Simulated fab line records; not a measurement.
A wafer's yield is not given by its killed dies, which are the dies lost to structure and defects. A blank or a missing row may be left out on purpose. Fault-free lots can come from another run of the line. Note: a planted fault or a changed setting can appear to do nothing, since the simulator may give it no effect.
A struck lot beside a sound one / flow sky130 / 34 out of 708 route steps
Sound: these wafers, L968.3, L968.5, L968.6. Struck: wafers L978.2, L978.6. (L978.4 of the same lot was not struck and is left out.) The cause comes at the end.
For every step that has rows: the tool of each side, followed by ch and its chambers, followed by its first start. Under that, the readings that differ: sound wafers / struck wafers / difference of the means / sigmas: that difference in standard deviations of wafers without a fault.
alike: words and numbers the same on both sides, and readings whose means are apart by under 2 such deviations; not compared: readings that were withheld, readings missing a value for some wafer, numbers with overlapping values and no deviation given by the record, and bounds like >300 which may hide the same value.
Wherever a step has rows on one side only, a row that says differs or no value, or a row with sigmas, the two part there. Numbers that have no deviation but don't overlap get no sigmas and don't part them. A reading that every wafer of one side lacks parts them only if that side has two wafers or more.

first, 10 steps without rows for these wafers: SKY_VIA1_EXPOSE_09 (exposes mask VIM, target cd 150 nm); SKY_VIA1_PEB_10; SKY_VIA1_DEVELOP_11 (develop time 60 s); SKY_VIA1_ETCH_14 (etches BARC in N2/H2, stops on SiO2, time 45.9 s, target depth 60 nm); SKY_VIA1_ETCH_15 (etches SiO2 in C4F8/O2/Ar, stops on TiN, target depth 351 nm, time 54 s); SKY_VIA1_STRIP_16 (strips in O2/N2); SKY_VIA1_STRIP_17 (strips in post etch residue remover, time 1200 s); SKY_VIA1_CLEAN_18 (cleans in IPA, time 180 s); SKY_VIA1_CLEAN_19 (cleans in O3/DIW); SKY_VIA1_SPUTTER_20 (material TiN, target thk 20 nm, time 80 s).
SKY_VIA1_CVD_21: deposits W, target thk 270 nm, time 80.902 s.
  sound on cvd w-01 ch 0,1, day 35 14:24; struck on cvd w-01 ch 0, day 38 11:29
reading=heater power w (W); sound=981 976 786; struck=782 755; difference=-146; sigmas=-2
then, 22 steps without rows for these wafers: SKY_VIA1_CMP_24 (polishes, stops on SiO2, t overpolish 15 s, target thk 0 nm); SKY_METAL2_SPUTTER_00 (material Ti, target thk 15 nm, time 10 s); SKY_METAL2_SPUTTER_01 (material TiN, target thk 20 nm, time 16.7 s); SKY_METAL2_SPUTTER_02 (material AlCu, target thk 250 nm, time 13.3 s); SKY_METAL2_SPUTTER_03 (material Ti, target thk 5 nm, time 3.3 s); SKY_METAL2_SPUTTER_04 (material TiN, target thk 70 nm, time 58.3 s); SKY_METAL2_DEHYDRATE_07 (time 60 s); SKY_METAL2_HMDS_08 (prime time 60 s); SKY_METAL2_COAT_09 (resist thk 60 nm); SKY_METAL2_COAT_10 (resist thk 447.4 nm); SKY_METAL2_SOFTBAKE_11 (time 90 s); SKY_METAL2_EXPOSE_12 (exposes mask MM2, target cd 140 nm); SKY_METAL2_PEB_13; SKY_METAL2_DEVELOP_14 (develop time 60 s); SKY_METAL2_DESCUM_17 (chemistry O2, time 8 s); SKY_METAL2_ETCH_18 (etches BARC in N2/H2, stops on SiO2, time 45.9 s, target depth 60 nm); SKY_METAL2_METAL_ETCH_19 (etches the open film in Cl2/BCl3, stops on SiO2, target depth 360 nm, time 78 s); SKY_METAL2_STRIP_20 (strips in O2/N2); SKY_METAL2_STRIP_21 (strips in post etch residue remover, time 1200 s); SKY_METAL2_CLEAN_22 (cleans in IPA, time 180 s); SKY_METAL2_CLEAN_23 (cleans in O3/DIW); SKY_VIA2_HDPCVD_00 (deposits SiO2, target thk 1180 nm, time 196.7 s).
-- the record jumps here: 11 days lie between the struck wafers' starts before and after (it left off in module VIA2 and takes up again in module PAD_OPEN, whose first step shown is number 708 of the route) --
SKY_PAD_OPEN_PROBE_99:
  struck on prober-01, day 49 08:41; sound on prober-02, day 47 03:01
reading=defect limited yield (%); sound=79.3 83.3 82.9; struck=77.0 78.3; difference=-4.2; sigmas=-2
reading=killed_at_M0_to_M3; sound=60 41 50; struck=76 74; difference=+25; sigmas=+3
reading=killed_at_M4_up; sound=8 7 3; struck=1 3; difference=-4; sigmas=-2
reading=killed dies; sound=102 82 84; struck=113 107; difference=+21; sigmas=+2
reading=killed short; sound=50 38 43; struck=22 26; difference=-20; sigmas=-3
reading=sort_bin_3_pad_short (%); sound=0.8 0.8 1.4; struck=3.9 3.0; difference=+2.5; sigmas=+6
reading=sort_bin_5_function (%); sound=10.8 10.8 9.6; struck=14.2 13.6; difference=+3.5; sigmas=+2
reading=sort n pass; sound=390 410 408; struck=379 385; difference=-21; sigmas=-2
reading=sort yield pct (%); sound=79.3 83.3 82.9; struck=77.0 78.3; difference=-4.2; sigmas=-2
reading=model.etest.tester.sort n pass; sound=390 410 408; struck=379 385; difference=-21; sigmas=
reading=model.etest.tester.sort yield pct (%); sound=79.27 83.33 82.93; struck=77.03 78.25; difference=-4.20; sigmas=
reading=model.etest.tester.sort_bin_5_pct (%); sound=10.77 10.77 9.553; struck=14.23 13.62; difference=+3.56; sigmas=
reading=model.etest.tester.sort_bin_3_pct (%); sound=0.813 0.813 1.423; struck=3.862 3.049; difference=+2.439; sigmas=
  alike: killed at contacts, killed at front end, killed at other, killed open, sort_bin_6_memory

## WHERE THEY PART
At SKY_VIA1_CVD_21 first; at SKY_PAD_OPEN_PROBE_99 last (within this record only).

WHY: whatever the simulator had introduced
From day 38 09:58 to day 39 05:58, cvd w-01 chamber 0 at SKY_VIA1_CVD_21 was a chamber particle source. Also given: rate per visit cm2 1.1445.
